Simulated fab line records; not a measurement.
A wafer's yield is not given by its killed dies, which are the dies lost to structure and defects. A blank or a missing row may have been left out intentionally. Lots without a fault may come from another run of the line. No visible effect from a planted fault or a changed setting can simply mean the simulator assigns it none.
A single fault, viewed from 2 desks ; flow gf180mcu ; only its own numbers are on each desk; what lay behind them is given at the end

== FOR THE TOOL OWNER'S DESK: iline stepper-01 ==
The tool's own readings at GF_VT_IMPLANT_EXPOSE_04 (exposes mask LVPWELL LV AREA, target cd 600 nm): means of the sampled wafers that have a number, for each lot that ran on this tool. If a lot's mean is further than 4 standard deviations from the usual mean, the lot is out of limits and carries the mark OUT (the distance appears in the brackets).
Columns: A = exposure dose mJ cm2 at GF_VT_IMPLANT_EXPOSE_04, usual 139.98
lot;first seen here;A
L786;day 5 11:17;140.03
L789;day 6 05:08;139.98
L791;day 6 12:43;139.77
L792;day 6 20:26;139.99
L793;day 7 03:11;139.97
L798;day 8 06:59;139.88
L799;day 8 16:43;139.94
L803;day 9 14:28;128.61 (-81) OUT
L804;day 9 22:49;128.62 (-81) OUT
Finding of this desk: L803, L804 out of limits; the first was L803 at day 9 14:28, on exposure dose mJ cm2 at GF_VT_IMPLANT_EXPOSE_04. L786, L789, L791, L792, L793, L798, L799: within limits.

== METROLOGY DESK ==
What the gauges read for every lot (on any tool): the sampled wafers with a number, averaged. If a lot's mean is further than 4 standard deviations from the usual mean, the lot is out of limits and carries the mark OUT (the distance appears in the brackets).
Columns: A = DNWELL_TW at GF_DNWELL_TW_MEAS_09, usual 1353; B = VT_IMPLANT_02_OVL at GF_VT_IMPLANT_OVL_MEAS_29, usual 0.2 nm
lot;first seen here;A;B
L786;day 2 21:44;1351;1.4
L788;day 3 04:53;1343;0.1
L789;day 3 11:47;1357;-0.1
L790;day 3 18:11;1350;0.1
L791;day 3 21:13;1354;-1.0
L792;day 4 02:59;1349;-1.4
L793;day 4 07:29;1356;1.2
L796;day 5 01:10;1358;-0.1
L797;day 5 06:25;1359;-0.6
L798;day 5 09:50;1361;0.6
L799;day 5 19:07;1347;2.3
L803;day 6 13:42;1349;-0.3
L804;day 6 20:29;1352;1.2
L809;day 8 02:05;1355;0.7
Result from this desk: across the 14 lots, nothing is out of limits.

== BROUGHT TOGETHER ==
At day 9 14:28, on L803, L804, the tool owner's desk was in a position to raise an alarm.
From the metrology desk's view, nothing was out of limits.
The metrology desk has L803, L804 on record, within its limits.
On iline stepper-01, each named lot ran GF_VT_IMPLANT_EXPOSE_04.

== WHAT HAD BEEN PUT IN BY THE SIMULATOR ==
Process parameter drift: iline stepper-01, from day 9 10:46 on, at GF_VT_IMPLANT_EXPOSE_04. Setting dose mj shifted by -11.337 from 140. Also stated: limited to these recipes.
Shown lots that were struck: L803, L804.
Each desk's first reading out of limits, in hours after the fault started: the tool owner's desk, 4.
